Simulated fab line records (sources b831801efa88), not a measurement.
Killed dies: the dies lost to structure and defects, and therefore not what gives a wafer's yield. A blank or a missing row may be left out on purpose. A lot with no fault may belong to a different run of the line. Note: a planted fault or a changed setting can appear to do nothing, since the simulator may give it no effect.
Which tool did it? | flow gf180mcu | 12 lots, 36 wafers sampled, at 3 steps of a route of 602

== WHAT THE GAUGES READ, wafer by wafer ==
GF_TOP_METAL_THK_MEAS_06: measures by xrf.
lot  | measured     | on            | TOP_METAL_ALCU_THK (nm)
L114 | day 27 14:11 | film-metro-03 | 909 916 915
L115 | day 27 20:19 | film-metro-02 | 907 907 914
L118 | day 28 22:13 | film-metro-02 | 912 910 921
L120 | day 29 17:01 | film-metro-04 | 902 898 896
L124 | day 30 11:58 | film-metro-04 | 901 898 905
L125 | day 30 22:06 | film-metro-04 | 922 909 917
L126 | day 31 00:52 | film-metro-04 | 903 913 919
L128 | day 31 10:56 | film-metro-03 | 920 921 920
L133 | day 32 15:11 | film-metro-02 | 905 920 912
L134 | day 33 00:33 | film-metro-03 | 902 904 916
L136 | day 33 11:04 | film-metro-03 | 927 908 902
L137 | day 33 14:52 | film-metro-03 | 898 907 897

== WHAT TOOL EACH LOT RAN ON (gives the tool, then ch and the chambers of the sampled wafers, and finally the start) ==
lot  | GF_TOP_METAL_SPUTTER_02      | GF_TOP_METAL_SPUTTER_04
L114 | pvd-sputter-03, day 27 13:58 | pvd-sputter-03, day 27 14:02
L115 | pvd-sputter-02, day 27 20:06 | pvd-sputter-02, day 27 20:10
L118 | pvd-sputter-03, day 28 21:59 | pvd-sputter-03, day 28 22:03
L120 | pvd-sputter-02, day 29 16:47 | pvd-sputter-02, day 29 16:51
L124 | pvd-sputter-03, day 30 11:46 | pvd-sputter-03, day 30 11:49
L125 | pvd-sputter-02, day 30 21:53 | pvd-sputter-02, day 30 21:56
L126 | pvd-sputter-03, day 31 00:38 | pvd-sputter-03, day 31 00:41
L128 | pvd-sputter-03, day 31 10:43 | pvd-sputter-03, day 31 10:46
L133 | pvd-sputter-02, day 32 14:58 | pvd-sputter-02, day 32 15:01
L134 | pvd-sputter-04, day 33 00:20 | pvd-sputter-04, day 33 00:24
L136 | pvd-sputter-02, day 33 10:50 | pvd-sputter-02, day 33 10:53
L137 | pvd-sputter-02, day 33 14:40 | pvd-sputter-02, day 33 14:43
- GF_TOP_METAL_SPUTTER_02: material AlCu, target thk 900 nm, time 47.82 s.
- GF_TOP_METAL_SPUTTER_04: material TiN, target thk 25 nm, time 20.8 s.

== WHAT THE TOOLS THEMSELVES READ (means of the sampled wafers that have a number; where no wafer has one, the mark that the record gives instead) ==
GF_TOP_METAL_SPUTTER_02.
lot  | tool           | throttle-valve-pct (%)
L114 | pvd-sputter-03 | 31.4
L115 | pvd-sputter-02 | 29.4
L118 | pvd-sputter-03 | 31.2
L120 | pvd-sputter-02 | 29.4
L124 | pvd-sputter-03 | 30.7
L125 | pvd-sputter-02 | 30.0
L126 | pvd-sputter-03 | 30.5
L128 | pvd-sputter-03 | 31.2
L133 | pvd-sputter-02 | 29.9
L134 | pvd-sputter-04 | 31.2
L136 | pvd-sputter-02 | 29.4
L137 | pvd-sputter-02 | 29.5

GF_TOP_METAL_SPUTTER_04.
lot  | tool           | throttle-valve-pct (%)
L114 | pvd-sputter-03 | 31.6
L115 | pvd-sputter-02 | 29.4
L118 | pvd-sputter-03 | 31.1
L120 | pvd-sputter-02 | 29.6
L124 | pvd-sputter-03 | 30.5
L125 | pvd-sputter-02 | 29.8
L126 | pvd-sputter-03 | 30.4
L128 | pvd-sputter-03 | 31.1
L133 | pvd-sputter-02 | 29.9
L134 | pvd-sputter-04 | 31.3
L136 | pvd-sputter-02 | 29.2
L137 | pvd-sputter-02 | 29.5

== THE ANSWER, worked out from the rows above alone ==
Rule: usual is defined by the lots themselves. Put in order of their means at a reading, lots are off if they are a third of the lots or fewer, leave a main group of 4 or more, and stand apart from it by a gap of 3 or more times the standard deviation of the main group's means; of several such gaps the widest counts. The tables above print the reading to a certain number of digits; a main group whose means all agree to those digits is not used. A lot without any number at a reading at which 4 lots or more have one is off too. Where the step has rows for the other lots, those lots are counted as sound. Order of review: gauges by route order, followed by the tools' own readings, for which a lot's mean as printed above is used. At the first step where some lot is off, the reading lying furthest off is the one used; lots without a number count as furthest.
None of the lots is off at any reading shown; this tells nothing.

== WHAT THE SIMULATOR PUT IN ==
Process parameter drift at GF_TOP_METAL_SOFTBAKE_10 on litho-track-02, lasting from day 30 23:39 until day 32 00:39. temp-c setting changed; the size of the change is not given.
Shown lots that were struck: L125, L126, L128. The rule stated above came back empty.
